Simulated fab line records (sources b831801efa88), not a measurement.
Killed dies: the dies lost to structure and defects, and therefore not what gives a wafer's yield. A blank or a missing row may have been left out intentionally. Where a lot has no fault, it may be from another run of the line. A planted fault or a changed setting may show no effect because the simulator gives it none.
Which of the tools did it? || flow gf180mcu || Sampling: 6 lots, 18 wafers, 3 of 602 route steps

WHAT THE GAUGES SHOWED, per wafer
GF_V5_RS_MEAS_24: measures by four-point-probe.
{"lot": "L858", "measured": "day 28 05:40", "on": "filmMetro-03", "V5_W_RS (ohm/sq)": "0.318 0.329 0.325"}
{"lot": "L862", "measured": "day 29 13:43", "on": "filmMetro-01", "V5_W_RS (ohm/sq)": "0.318 0.321 0.326"}
{"lot": "L864", "measured": "day 30 02:38", "on": "filmMetro-01", "V5_W_RS (ohm/sq)": "0.322 0.316 0.314"}
{"lot": "L867", "measured": "day 30 21:11", "on": "filmMetro-01", "V5_W_RS (ohm/sq)": "0.314 0.324 0.314"}
{"lot": "L875", "measured": "day 32 22:41", "on": "filmMetro-03", "V5_W_RS (ohm/sq)": "0.317 0.325 0.317"}
{"lot": "L877", "measured": "day 33 06:09", "on": "filmMetro-01", "V5_W_RS (ohm/sq)": "0.326 0.315 0.314"}

WHAT TOOL EACH LOT RAN ON (gives the tool, then ch and the chambers of the sampled wafers, and finally the start)
{"lot": "L858", "GF_V5_ETCH_16": "rieDiel-04 ch 0,1,2, day 28 04:46", "GF_V5_SPUTTER_22": "pvdSputter-04, day 28 05:31"}
{"lot": "L862", "GF_V5_ETCH_16": "rieDiel-01 ch 1,3, day 29 12:37", "GF_V5_SPUTTER_22": "pvdSputter-02, day 29 13:33"}
{"lot": "L864", "GF_V5_ETCH_16": "rieDiel-04 ch 1,2, day 30 01:40", "GF_V5_SPUTTER_22": "pvdSputter-01, day 30 02:28"}
{"lot": "L867", "GF_V5_ETCH_16": "rieDiel-04 ch 1,3, day 30 20:17", "GF_V5_SPUTTER_22": "pvdSputter-04, day 30 21:02"}
{"lot": "L875", "GF_V5_ETCH_16": "rieDiel-01 ch 1,2,3, day 32 21:27", "GF_V5_SPUTTER_22": "pvdSputter-04, day 32 22:32"}
{"lot": "L877", "GF_V5_ETCH_16": "rieDiel-02 ch 1,2,3, day 33 05:15", "GF_V5_SPUTTER_22": "pvdSputter-01, day 33 06:00"}
- GF_V5_ETCH_16: etches BARC in N2/H2.
- GF_V5_SPUTTER_22: material TiN, target thk 10 nm, time 40 s.

THE ANSWER, worked out from the rows above alone
Rule: the usual values come from the lots themselves. Put in order of their means at a reading, lots are off if they are a third of the lots or fewer, leave a main group of 4 or more, and stand apart from it by a gap of 3 or more times the standard deviation of the main group's means; of several such gaps the widest counts. If all means in a main group match to the digits the tables above print for the reading, that group is not used. A lot without any number at a reading at which 4 lots or more have one is off too. All remaining lots with rows at the step are treated as sound.
None of the lots is off at any reading shown; this tells nothing.

WHAT THE SIMULATOR HAD PUT IN
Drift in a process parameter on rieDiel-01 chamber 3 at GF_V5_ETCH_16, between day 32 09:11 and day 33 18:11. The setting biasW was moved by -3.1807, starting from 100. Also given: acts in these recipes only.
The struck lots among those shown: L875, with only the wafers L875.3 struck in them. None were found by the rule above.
